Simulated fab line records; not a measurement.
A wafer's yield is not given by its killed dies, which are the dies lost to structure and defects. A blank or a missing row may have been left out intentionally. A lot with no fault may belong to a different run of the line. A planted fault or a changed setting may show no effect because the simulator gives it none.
A sampling plan put to the test -- flow sky130 -- one fab line, 53 faults that these records tell of, each judged on the records of the lots that it struck
The plan is the line's own looks: the steps of the route at which a gauge or an inspection reads the wafer and doesn't change it. A look can be judged if struck wafers have a number there and the file gives its usual mean and standard deviation on fault-free wafers. Caught: a look later than the fault's first step finds the struck wafers' mean 4 or more of those standard deviations (sigma) from the usual mean. On the tool: the test repeated on the tool's own readings taken at the fault's steps. It also counts as caught if the struck wafers ran another recipe or if their record alone is blank.

== THE FAULTS, as the simulator had put them in ==
1. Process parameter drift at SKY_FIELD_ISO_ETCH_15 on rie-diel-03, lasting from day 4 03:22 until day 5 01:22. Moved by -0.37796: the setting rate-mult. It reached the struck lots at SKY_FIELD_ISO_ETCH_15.
2. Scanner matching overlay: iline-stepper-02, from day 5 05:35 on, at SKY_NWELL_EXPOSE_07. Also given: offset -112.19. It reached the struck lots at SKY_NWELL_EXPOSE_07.
3. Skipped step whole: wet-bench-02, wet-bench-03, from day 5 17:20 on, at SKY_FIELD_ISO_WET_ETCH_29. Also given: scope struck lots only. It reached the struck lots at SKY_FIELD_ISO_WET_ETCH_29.
4. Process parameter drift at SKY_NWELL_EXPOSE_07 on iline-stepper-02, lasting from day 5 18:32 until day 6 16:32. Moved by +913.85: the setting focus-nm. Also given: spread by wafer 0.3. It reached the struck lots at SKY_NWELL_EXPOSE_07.
5. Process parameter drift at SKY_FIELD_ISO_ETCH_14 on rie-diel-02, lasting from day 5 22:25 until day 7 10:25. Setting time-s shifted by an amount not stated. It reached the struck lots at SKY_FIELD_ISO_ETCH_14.
6. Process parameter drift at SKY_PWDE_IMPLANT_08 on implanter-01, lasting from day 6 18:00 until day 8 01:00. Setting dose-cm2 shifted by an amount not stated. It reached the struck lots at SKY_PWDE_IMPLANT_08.
7. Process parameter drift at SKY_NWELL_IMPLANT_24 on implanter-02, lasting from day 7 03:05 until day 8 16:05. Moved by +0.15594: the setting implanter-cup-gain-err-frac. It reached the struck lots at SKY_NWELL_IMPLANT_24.
8. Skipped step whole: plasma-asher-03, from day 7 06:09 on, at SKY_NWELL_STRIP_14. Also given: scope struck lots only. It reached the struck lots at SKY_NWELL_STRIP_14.
9. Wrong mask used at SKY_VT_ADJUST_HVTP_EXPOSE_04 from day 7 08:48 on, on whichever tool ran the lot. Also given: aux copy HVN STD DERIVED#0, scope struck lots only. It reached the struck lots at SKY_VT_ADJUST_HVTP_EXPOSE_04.
10. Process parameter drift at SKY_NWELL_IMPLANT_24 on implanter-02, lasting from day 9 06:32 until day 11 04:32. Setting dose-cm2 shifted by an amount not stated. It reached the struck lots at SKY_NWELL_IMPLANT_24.
11. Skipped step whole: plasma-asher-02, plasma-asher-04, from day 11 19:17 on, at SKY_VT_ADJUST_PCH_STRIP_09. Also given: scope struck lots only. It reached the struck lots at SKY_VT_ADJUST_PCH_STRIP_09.
12. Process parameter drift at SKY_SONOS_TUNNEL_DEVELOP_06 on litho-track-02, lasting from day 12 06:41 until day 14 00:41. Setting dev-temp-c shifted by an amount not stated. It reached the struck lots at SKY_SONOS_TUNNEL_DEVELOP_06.
13. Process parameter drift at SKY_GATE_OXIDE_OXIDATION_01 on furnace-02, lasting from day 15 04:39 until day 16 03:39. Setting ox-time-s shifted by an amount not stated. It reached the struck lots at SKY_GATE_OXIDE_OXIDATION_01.
14. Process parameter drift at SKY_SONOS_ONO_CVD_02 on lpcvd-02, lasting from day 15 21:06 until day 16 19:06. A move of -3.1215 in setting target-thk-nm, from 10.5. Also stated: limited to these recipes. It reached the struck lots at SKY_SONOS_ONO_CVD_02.
15. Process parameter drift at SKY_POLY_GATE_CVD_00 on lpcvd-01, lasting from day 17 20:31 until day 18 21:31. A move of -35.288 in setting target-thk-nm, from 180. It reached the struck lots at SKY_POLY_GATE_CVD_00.
16. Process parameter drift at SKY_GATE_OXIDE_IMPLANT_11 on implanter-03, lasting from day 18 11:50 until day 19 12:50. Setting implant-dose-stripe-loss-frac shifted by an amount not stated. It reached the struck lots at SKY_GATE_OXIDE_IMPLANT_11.
17. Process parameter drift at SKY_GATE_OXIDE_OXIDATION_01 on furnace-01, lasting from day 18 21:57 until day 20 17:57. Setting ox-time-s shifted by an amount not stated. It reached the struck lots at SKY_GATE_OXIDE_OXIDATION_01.
18. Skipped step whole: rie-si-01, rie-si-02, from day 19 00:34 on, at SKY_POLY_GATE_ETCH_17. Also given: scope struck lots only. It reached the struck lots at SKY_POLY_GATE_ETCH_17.
19. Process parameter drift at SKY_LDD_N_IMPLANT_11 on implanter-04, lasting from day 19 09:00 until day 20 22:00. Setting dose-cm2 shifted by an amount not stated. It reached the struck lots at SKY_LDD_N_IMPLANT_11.
20. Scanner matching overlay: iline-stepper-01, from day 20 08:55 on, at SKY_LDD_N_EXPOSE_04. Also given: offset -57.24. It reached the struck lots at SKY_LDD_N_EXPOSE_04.
21. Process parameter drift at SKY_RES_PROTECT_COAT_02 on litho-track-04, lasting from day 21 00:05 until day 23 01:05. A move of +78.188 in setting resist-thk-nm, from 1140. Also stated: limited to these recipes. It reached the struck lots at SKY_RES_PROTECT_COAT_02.
22. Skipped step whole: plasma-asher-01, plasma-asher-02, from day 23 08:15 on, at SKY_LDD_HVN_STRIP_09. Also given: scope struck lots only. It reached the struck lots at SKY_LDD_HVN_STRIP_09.
23. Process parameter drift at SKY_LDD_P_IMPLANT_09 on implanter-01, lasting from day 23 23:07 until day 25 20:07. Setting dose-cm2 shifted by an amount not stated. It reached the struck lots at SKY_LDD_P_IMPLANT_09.
24. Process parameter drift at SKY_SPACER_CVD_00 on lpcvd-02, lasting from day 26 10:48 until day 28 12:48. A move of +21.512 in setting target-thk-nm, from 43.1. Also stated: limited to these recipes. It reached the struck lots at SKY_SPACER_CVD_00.
25. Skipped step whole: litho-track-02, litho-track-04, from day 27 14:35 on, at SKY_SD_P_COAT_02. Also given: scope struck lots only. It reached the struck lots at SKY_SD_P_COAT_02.
26. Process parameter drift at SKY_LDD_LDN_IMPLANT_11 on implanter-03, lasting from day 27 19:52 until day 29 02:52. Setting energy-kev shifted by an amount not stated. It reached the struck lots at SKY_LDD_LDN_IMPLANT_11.
27. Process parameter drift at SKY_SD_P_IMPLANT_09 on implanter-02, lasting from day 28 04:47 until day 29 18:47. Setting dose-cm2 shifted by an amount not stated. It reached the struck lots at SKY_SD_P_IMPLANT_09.
28. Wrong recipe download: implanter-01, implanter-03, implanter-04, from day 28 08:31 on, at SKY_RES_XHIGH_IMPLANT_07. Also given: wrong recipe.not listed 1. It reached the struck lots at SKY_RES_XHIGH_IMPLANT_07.
29. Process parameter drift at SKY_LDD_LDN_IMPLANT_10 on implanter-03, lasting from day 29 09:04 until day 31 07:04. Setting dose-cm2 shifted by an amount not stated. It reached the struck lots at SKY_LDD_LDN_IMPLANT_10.
30. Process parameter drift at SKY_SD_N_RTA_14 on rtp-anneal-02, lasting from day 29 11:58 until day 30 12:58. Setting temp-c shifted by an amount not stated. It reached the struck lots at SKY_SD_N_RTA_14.
31. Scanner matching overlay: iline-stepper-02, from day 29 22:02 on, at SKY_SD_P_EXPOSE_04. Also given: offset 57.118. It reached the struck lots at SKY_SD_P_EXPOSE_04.
32. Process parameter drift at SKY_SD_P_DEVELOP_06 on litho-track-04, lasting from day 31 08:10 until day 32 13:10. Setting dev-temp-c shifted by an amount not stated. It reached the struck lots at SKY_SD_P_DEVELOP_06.
33. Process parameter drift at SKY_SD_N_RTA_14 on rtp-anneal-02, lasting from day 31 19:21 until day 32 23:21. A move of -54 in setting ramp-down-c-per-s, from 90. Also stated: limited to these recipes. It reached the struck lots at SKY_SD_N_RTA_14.
34. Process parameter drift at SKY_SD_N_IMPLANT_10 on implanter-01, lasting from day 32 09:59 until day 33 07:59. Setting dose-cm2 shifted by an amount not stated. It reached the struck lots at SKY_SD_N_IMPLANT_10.
35. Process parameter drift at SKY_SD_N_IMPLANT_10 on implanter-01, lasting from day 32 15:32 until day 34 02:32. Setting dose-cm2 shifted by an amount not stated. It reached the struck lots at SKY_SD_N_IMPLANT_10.
36. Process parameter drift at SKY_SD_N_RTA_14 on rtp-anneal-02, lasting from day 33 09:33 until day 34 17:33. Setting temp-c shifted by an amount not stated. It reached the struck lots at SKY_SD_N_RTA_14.
37. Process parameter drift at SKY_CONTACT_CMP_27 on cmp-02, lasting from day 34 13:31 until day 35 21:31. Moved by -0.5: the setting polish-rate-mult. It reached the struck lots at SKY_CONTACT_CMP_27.
38. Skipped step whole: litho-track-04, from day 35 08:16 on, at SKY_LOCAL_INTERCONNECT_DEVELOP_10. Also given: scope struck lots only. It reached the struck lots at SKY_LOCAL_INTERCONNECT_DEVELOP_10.
39. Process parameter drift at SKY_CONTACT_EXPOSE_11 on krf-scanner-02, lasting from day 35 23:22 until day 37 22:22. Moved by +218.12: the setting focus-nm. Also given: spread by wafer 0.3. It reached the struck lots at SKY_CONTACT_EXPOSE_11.
40. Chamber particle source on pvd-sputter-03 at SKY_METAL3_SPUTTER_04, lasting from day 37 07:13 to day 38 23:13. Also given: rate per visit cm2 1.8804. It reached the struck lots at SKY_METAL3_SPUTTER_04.
41. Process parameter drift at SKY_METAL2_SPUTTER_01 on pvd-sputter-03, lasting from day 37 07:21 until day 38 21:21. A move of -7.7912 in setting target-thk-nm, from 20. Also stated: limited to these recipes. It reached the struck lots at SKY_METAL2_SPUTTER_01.
42. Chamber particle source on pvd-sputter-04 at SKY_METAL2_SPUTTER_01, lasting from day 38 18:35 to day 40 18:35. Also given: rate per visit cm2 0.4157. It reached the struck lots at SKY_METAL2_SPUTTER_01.
43. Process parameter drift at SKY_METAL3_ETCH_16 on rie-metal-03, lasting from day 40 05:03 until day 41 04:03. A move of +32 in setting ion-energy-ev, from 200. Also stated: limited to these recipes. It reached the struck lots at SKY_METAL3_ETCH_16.
44. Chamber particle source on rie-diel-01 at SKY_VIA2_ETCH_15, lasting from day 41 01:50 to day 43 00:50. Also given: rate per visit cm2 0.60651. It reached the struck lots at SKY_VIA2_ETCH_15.
45. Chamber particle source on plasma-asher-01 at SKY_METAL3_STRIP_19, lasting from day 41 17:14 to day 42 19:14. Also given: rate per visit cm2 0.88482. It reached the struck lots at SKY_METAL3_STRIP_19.
46. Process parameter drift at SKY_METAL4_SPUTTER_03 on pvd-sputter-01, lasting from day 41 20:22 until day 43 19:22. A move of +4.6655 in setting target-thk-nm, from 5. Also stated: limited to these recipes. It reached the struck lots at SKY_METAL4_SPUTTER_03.
47. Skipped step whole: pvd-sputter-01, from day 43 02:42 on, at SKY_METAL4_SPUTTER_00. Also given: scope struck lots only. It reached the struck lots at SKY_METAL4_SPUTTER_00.
48. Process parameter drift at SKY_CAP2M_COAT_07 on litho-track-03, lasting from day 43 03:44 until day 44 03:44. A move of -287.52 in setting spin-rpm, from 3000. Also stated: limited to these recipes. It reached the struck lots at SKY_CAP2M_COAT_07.
49. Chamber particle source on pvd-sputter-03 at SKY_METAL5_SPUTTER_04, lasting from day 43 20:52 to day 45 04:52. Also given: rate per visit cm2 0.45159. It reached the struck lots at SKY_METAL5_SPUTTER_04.
50. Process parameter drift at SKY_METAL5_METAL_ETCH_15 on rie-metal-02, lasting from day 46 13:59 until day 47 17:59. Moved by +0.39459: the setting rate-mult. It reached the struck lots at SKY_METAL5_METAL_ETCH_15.
51. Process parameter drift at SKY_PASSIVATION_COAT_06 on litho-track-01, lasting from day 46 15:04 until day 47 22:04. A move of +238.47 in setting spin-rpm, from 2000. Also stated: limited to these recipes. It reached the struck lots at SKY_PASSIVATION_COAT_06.
52. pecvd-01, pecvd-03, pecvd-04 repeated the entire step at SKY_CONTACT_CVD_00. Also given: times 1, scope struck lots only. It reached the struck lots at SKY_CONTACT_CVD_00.
53. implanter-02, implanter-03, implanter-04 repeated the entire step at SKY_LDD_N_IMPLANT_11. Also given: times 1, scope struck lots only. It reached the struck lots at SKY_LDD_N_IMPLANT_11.

== WHAT THE PLAN SAW ==
fault,on the tool itself,first look that catches it,"reading, sigma",median hours from its first step to that look,hours from the fault's start to the first struck lot there,judged looks passed uncaught
1,oes-product-au -23 sigma,no look after it can be judged,-,-,-,0
2,under 2 sigma,SKY_NWELL_OVL_MEAS_10,NWELL_00_OVL -74,9.3,14,0
3,the tool's record is blank for the struck wafers,no look after it can be judged,-,-,-,0
4,no reading that can be judged,none of the 6 looks that can be judged after it,-,-,-,6
5,run-length-s +82 sigma,none of the 3 looks that can be judged after it,-,-,-,3
6,dose-ions-cm2 -19 sigma,SKY_NWELL_RS_MEAS_31,PWDE_RS +6.0,41.6,46,0
7,faraday-current-uA +6.4 sigma,SKY_NWELL_TW_MEAS_26,NWELL_2_TW -6.6,0.2,2,0
8,the tool's record is blank for the struck wafers,SKY_NWELL_TW_MEAS_26,NWELL_2_TW -99 or beyond,20.5,23,0
9,no reading that can be judged,SKY_VT_ADJUST_HVTP_TW_MEAS_11,VT_ADJUST_HVTP_TW -99 or beyond,9.0,12,0
10,dose-ions-cm2 +81 sigma,SKY_NWELL_TW_MEAS_26,NWELL_2_TW +5.2,0.3,10,0
11,the tool's record is blank for the struck wafers,SKY_SONOS_TUNNEL_TW_MEAS_12,SONOS_TUNNEL_TW -73,25.8,32,0
12,developer-temp-C -23 sigma,none of the 3 looks that can be judged after it,"strongest: cd-nm at SKY_SONOS_TUNNEL_CD_MEAS_07, +2.8",-,-,3
13,under 2 sigma,SKY_GATE_OXIDE_THK_MEAS_02,GATE_OXIDE_OXIDATION_00_THK -24,1.4,6,0
14,under 2 sigma,SKY_SONOS_ONO_THK_MEAS_03,SONOS_ONO_CVD_02_THK -26,1.1,6,0
15,no reading that can be judged,SKY_POLY_GATE_THK_MEAS_01,POLY_GATE_CVD_00_THK -23,1.2,13,0
16,under 2 sigma,none of the 5 looks that can be judged after it,"strongest: GATE_OXIDE_TW at SKY_GATE_OXIDE_TW_MEAS_14, -2.0",-,-,5
17,under 2 sigma,SKY_GATE_OXIDE_THK_MEAS_02,GATE_OXIDE_OXIDATION_00_THK +18,1.4,7,0
18,the tool's record is blank for the struck wafers,no look after it can be judged,-,-,-,0
19,dose-ions-cm2 -99 or beyond sigma,no look after it can be judged,-,-,-,0
20,no reading that can be judged,SKY_LDD_N_OVL_MEAS_07,LDD_N_OVL -47,15.7,30,0
21,no reading that can be judged,not the one look that can be judged after it,-,-,-,1
22,the tool's record is blank for the struck wafers,SKY_LDD_HVP_TW_MEAS_10,LDD_HVP_TW -97,30.3,37,0
23,dose-ions-cm2 -99 or beyond sigma,SKY_LDD_P_TW_MEAS_11,LDD_P_TW -18,0.2,0,0
24,under 2 sigma,SKY_SPACER_THK_MEAS_01,SPACER_CVD_00_THK +51,1.5,9,0
25,the tool's record is blank for the struck wafers,SKY_RES_XHIGH_TW_MEAS_09,RES_XHIGH_TW +90,41.0,42,0
26,beam-energy-keV +99 or beyond sigma,no look after it can be judged,-,-,-,0
27,dose-ions-cm2 -99 or beyond sigma,SKY_SD_P_TW_MEAS_11,SD_P_TW -4.2,0.2,0,0
28,no reading that can be judged,SKY_RES_XHIGH_TW_MEAS_09,RES_XHIGH_TW -41,0.2,9,0
29,dose-ions-cm2 -99 or beyond sigma,SKY_LDD_LDN_TW_MEAS_13,LDD_LDN_TW -18,0.4,15,0
30,wafer_temp_C_max +40 sigma,SKY_SD_N_RS_MEAS_16,SD_N_RS -51,0.2,8,0
31,no reading that can be judged,SKY_SD_P_OVL_MEAS_08,SD_P_OVL +35,13.0,27,0
32,developer-temp-C -23 sigma,not the one look that can be judged after it,"strongest: cd-nm at SKY_SD_P_CD_MEAS_07, +2.6",-,-,1
33,ramp-down-c-per-s -99 or beyond sigma,no look after it can be judged,-,-,-,0
34,dose-ions-cm2 -99 or beyond sigma,SKY_SD_N_RS_MEAS_16,SD_N_RS +7.7,0.5,3,0
35,dose-ions-cm2 -99 or beyond sigma,SKY_SD_N_RS_MEAS_16,SD_N_RS +10,0.5,4,0
36,wafer_temp_C_max +5.1 sigma,SKY_SD_N_RS_MEAS_16,SD_N_RS -5.6,0.2,3,0
37,overpolish-run-s -99 or beyond sigma,no look after it can be judged,-,-,-,0
38,no reading that can be judged,no look after it can be judged,-,-,-,0
39,no reading that can be judged,SKY_CONTACT_CD_MEAS_14,cd-nm -14,13.7,19,0
40,under 2 sigma,no look after it can be judged,-,-,-,0
41,under 2 sigma,no look after it can be judged,-,-,-,0
42,under 2 sigma,none of the 2 looks that can be judged after it,-,-,-,2
43,under 2 sigma,no look after it can be judged,-,-,-,0
44,under 2 sigma,none of the 2 looks that can be judged after it,-,-,-,2
45,under 2 sigma,not the one look that can be judged after it,-,-,-,1
46,under 2 sigma,no look after it can be judged,-,-,-,0
47,the tool's record is blank for the struck wafers,no look after it can be judged,-,-,-,0
48,spin-speed-rpm -99 or beyond sigma,no look after it can be judged,-,-,-,0
49,under 2 sigma,not the one look that can be judged after it,-,-,-,1
50,under 2 sigma,no look after it can be judged,-,-,-,0
51,spin-speed-rpm +99 or beyond sigma,no look after it can be judged,-,-,-,0
52,under 2 sigma,SKY_CONTACT_THK_MEAS_01,CONTACT_CVD_00_THK +62,0.2,-,0
53,under 2 sigma,SKY_LDD_N_TW_MEAS_17,LDD_N_TW +8.8,1.3,-,0
A dash: the fault is not caught, or the number is missing from these records.

Caught at a look: 27 of 53. Caught on the tool: 27 of 53. By one or the other: 40 of 53.
On the tool alone, faults 1, 3, 5, 12, 18, 19, 26, 32, 33, 37, 47, 48, 51 were caught.
Caught at a look alone: faults 2, 9, 13, 14, 15, 17, 20, 24, 28, 31, 39, 52, 53.
Caught by neither: faults 4, 16, 21, 38, 40, 41, 42, 43, 44, 45, 46, 49, 50.

== THINNER SAMPLING ==
In the worst case, this is how late the first struck lot would be measured if the look that catches a fault measured only every second or every third lot, by lot number:
fault,"struck lots at that look, in order of time",every lot,every second lot,every third lot
2,"L475, L478, L479, L481",14 h,29 h,may miss all 4
6,"L515, L517",46 h,may miss all 2,may miss all 2
7,"L504, L508",2 h,may miss all 2,may miss all 2
8,"L745, L746",23 h,26 h,may miss all 2
9,L789,12 h,may miss it,may miss it
10,"L506, L508",10 h,may miss all 2,may miss all 2
11,"L651, L652",32 h,40 h,may miss all 2
13,"L244, L245",6 h,22 h,may miss all 2
14,"L675, L676",6 h,17 h,may miss all 2
15,"L376, L377, L378",13 h,14 h,14 h
17,"L181, L183",7 h,may miss all 2,may miss all 2
20,"L333, L335",30 h,may miss all 2,may miss all 2
22,"L392, L393, L394",37 h,52 h,71 h
23,"L382, L383",0 h,9 h,may miss all 2
24,"L220, L221",9 h,28 h,may miss all 2
25,"L222, L223",42 h,50 h,may miss all 2
27,"L138, L139",0 h,9 h,may miss all 2
28,"L264, L265, L266",9 h,24 h,24 h
29,"L144, L146",15 h,may miss all 2,may miss all 2
30,"L500, L502",8 h,may miss all 2,may miss all 2
31,"L409, L410, L411",27 h,30 h,33 h
34,"L892, L893",3 h,9 h,may miss all 2
35,"L308, L310",4 h,may miss all 2,may miss all 2
36,"L118, L120",3 h,may miss all 2,may miss all 2
39,"L651, L652",19 h,23 h,may miss all 2
Hours count from the start of the fault until the first struck lot that is measured. The test against the limit of 4 sigma pooled every struck wafer, which means one lot taken alone may stay below that limit. Other struck lots may not be in these records.

== THE LONGEST TIMED WAY FROM STEP TO LOOK ==
For fault 6, SKY_PWDE_IMPLANT_08 and SKY_NWELL_RS_MEAS_31 are separated by a median of 41.6 hours. No look between them can be judged.
